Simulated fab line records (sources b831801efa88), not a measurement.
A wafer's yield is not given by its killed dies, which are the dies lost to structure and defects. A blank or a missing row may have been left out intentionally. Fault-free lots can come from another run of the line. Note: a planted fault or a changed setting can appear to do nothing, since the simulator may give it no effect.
Which of the tools did it? ; flow sky130 ; Sampling: 13 lots, 39 wafers, 4 of 708 route steps

## WHAT THE GAUGES SHOWED, per wafer
SKY_NWELL_OVL_MEAS_23. Usual: NWELL_01_OVL gives -0.9 nm (standard deviation 1.3).
lot;measured;on;NWELL_01_OVL (nm);flag
L425;day 5 04:16;overlay-02;0.0 -0.6 0.0;
L426;day 5 06:13;overlay-02;0.3 -2.3 -0.1;
L427;day 5 18:55;overlay-02;-0.3 1.8 1.2;
L428;day 6 09:18;overlay-02;0.5 1.7 0.4;
L431;day 6 21:49;overlay-02;-1.3 -2.1 -1.6;
L432;day 7 03:22;overlay-02;0.1 -1.0 -0.5;
L433;day 7 10:28;overlay-01;-0.7 -2.2 -1.8;
L434;day 7 13:39;overlay-01;-0.1 0.0 0.4;
L437;day 8 09:01;overlay-01;-2.0 -2.2 -1.9;
L439;day 8 18:01;overlay-02;0.5 -0.7 -0.7;
L440;day 8 23:31;overlay-02;-1.6 -1.2 -1.2;
L441;day 9 06:46;overlay-02;0.0 -1.9 -0.9;
L444;day 10 05:40;overlay-01;-2.6 -2.6 -3.0;

SKY_NWELL_RS_MEAS_31: measures by four-point-probe. Usual: PWDE_RS gives 5284 ohm/sq (standard deviation 17).
lot;measured;on;PWDE_RS (ohm/sq);flag
L425;day 5 05:02;film_metro-03;5275 5271 5274;
L426;day 5 06:59;film_metro-03;5302 5316 5314;
L427;day 5 19:39;film_metro-03;5275 5270 5289;
L428;day 6 10:02;film_metro-02;5281 5283 5275;
L431;day 6 22:34;film_metro-03;5237 5271 5272;
L432;day 7 04:07;film_metro-02;5292 5286 5280;
L433;day 7 11:12;film_metro-02;5298 5281 5266;
L434;day 7 14:23;film_metro-03;5281 5286 5280;
L437;day 8 09:45;film_metro-04;5303 5279 5281;
L439;day 8 18:45;film_metro-03;5276 5284 5252;
L440;day 9 00:16;film_metro-02;5301 5307 5316;
L441;day 9 07:30;film_metro-04;5267 5290 5280;
L444;day 10 06:24;film_metro-04;5302 5271 5299;

SKY_VT_ADJUST_NCORE_CD_MEAS_07 targets a cd of 380 nm. Usual: cd_nm at 379.3 nm, with a standard deviation of 2.7.
lot;measured;on;cd_nm (nm);flag
L425;day 8 09:20;cd_sem-02;379.6 380.0 380.8;
L426;day 8 10:38;cd_sem-01;386.6 386.2 387.1;
L427;day 9 01:49;cd_sem-01;378.3 379.3 378.5;
L428;day 9 19:49;cd_sem-01;378.2 374.0 374.8;
L431;day 10 08:38;cd_sem-02;380.3 381.0 381.5;
L432;day 10 15:08;cd_sem-01;378.6 379.1 378.1;
L433;day 11 00:10;cd_sem-01;379.7 379.6 378.4;
L434;day 11 03:19;cd_sem-02;380.2 378.3 380.9;
L437;day 12 01:01;cd_sem-02;379.9 379.1 379.4;
L439;day 12 11:31;cd_sem-01;376.6 374.7 376.6;
L440;day 12 17:23;cd_sem-02;381.7 381.6 383.0;
L441;day 13 03:34;cd_sem-01;379.7 379.8 381.1;
L444;day 14 06:59;cd_sem-02;375.0 378.3 378.5;

## WHAT TOOL EACH LOT RAN ON (gives the tool, then ch and the chambers of the sampled wafers, and finally the start)
lot;SKY_FIELD_ISO_ETCH_14
L425;rie_diel-01 ch 1,2,3, day 2 04:36
L426;rie_diel-03 ch 1,3, day 2 09:02
L427;rie_diel-03 ch 1,2, day 2 16:22
L428;rie_diel-03 ch 0,2,3, day 2 21:35
L431;rie_diel-01 ch 0,2,3, day 3 10:59
L432;rie_diel-01 ch 0,2, day 3 16:04
L433;rie_diel-03 ch 1,2,3, day 4 00:11
L434;rie_diel-03 ch 1,3, day 4 05:22
L437;rie_diel-03 ch 1,2,3, day 4 18:55
L439;rie_diel-01 ch 0,3, day 5 06:13
L440;rie_diel-04 ch 1,2,3, day 5 10:50
L441;rie_diel-01 ch 0,2,3, day 5 15:38
L444;rie_diel-03 ch 0,2, day 6 06:29
- SKY_FIELD_ISO_ETCH_14: etches BARC in N2/H2, stops on SiO2, time 45.9 s, target depth 60 nm.

## WHAT THE TOOLS THEMSELVES READ (means of the sampled wafers that have a number; where no wafer has one, the mark that the record gives instead)
SKY_FIELD_ISO_ETCH_14. Usual: drypump_motor_current_A 5.6 A, standard deviation 0.5; h2_flow_sccm 199.9 sccm, standard deviation 0.56; oes_product_au 0.855 a.u., standard deviation 0.0052; rf_fwd_power_W 494.5 W, standard deviation 2.2; throttle_valve_pct 13.225 %, standard deviation 0.0093.
lot;tool;drypump_motor_current_A (A);h2_flow_sccm (sccm);oes_product_au (a.u.);rf_fwd_power_W (W);throttle_valve_pct (%);flag
L425;rie_diel-01;5.5;200.2;0.857;492.7;13.230;
L426;rie_diel-03;5.5;200.0;0.859;493.9;13.226;
L427;rie_diel-03;5.2;199.9;0.852;493.0;13.223;
L428;rie_diel-03;5.7;199.7;0.858;493.7;13.221;
L431;rie_diel-01;5.7;200.5;0.857;494.0;13.231;
L432;rie_diel-01;5.5;200.4;0.855;495.1;13.220;
L433;rie_diel-03;5.4;199.9;0.856;492.5;13.219;
L434;rie_diel-03;5.5;199.4;0.859;496.2;13.227;
L437;rie_diel-03;5.4;199.9;0.854;494.3;13.226;
L439;rie_diel-01;6.0;200.3;0.848;495.7;13.229;
L440;rie_diel-04;5.3;199.6;0.851;495.7;13.213;
L441;rie_diel-01;5.8;200.4;0.856;494.6;13.211;
L444;rie_diel-03;6.1;200.3;0.854;547.3;13.225;OFF

## THE ANSWER, worked out from the rows above alone
Rule: a lot counts as off when the mean over its wafers that have a number is more than 3 standard deviations away from the usual mean. A lot without any number at a reading at which 4 lots or more have one is off too. Where the step has rows for the other lots, those lots are counted as sound. Order of review: gauges by route order, followed by the tools' own readings, for which a lot's mean as printed above is used. At the first step where some lot is off, the reading lying furthest off is the one used; lots without a number count as furthest.
Off: L444 (SKY_FIELD_ISO_ETCH_14, rf_fwd_power_W).
A tool fits if, at that step or a process step before it, it ran every lot that is off, and no sound lot after the first of them. One candidate fits, namely rie_diel-03 at SKY_FIELD_ISO_ETCH_14. Its last sound lot is L437 (day 4 18:55), its first lot that is off L444 (day 6 06:29): a fault that began between those two fits.
On the lots that are off, the tool's own readings at SKY_FIELD_ISO_ETCH_14 differ by more than 5 times the standard deviation of the sound lots' means, which bears it out; rf_fwd_power_W reads 547.3 W there versus 494.3 W on the sound lots.

## WHAT THE SIMULATOR HAD INSERTED
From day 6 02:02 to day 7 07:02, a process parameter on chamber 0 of rie_diel-03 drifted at SKY_FIELD_ISO_ETCH_14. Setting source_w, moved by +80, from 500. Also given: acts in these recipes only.
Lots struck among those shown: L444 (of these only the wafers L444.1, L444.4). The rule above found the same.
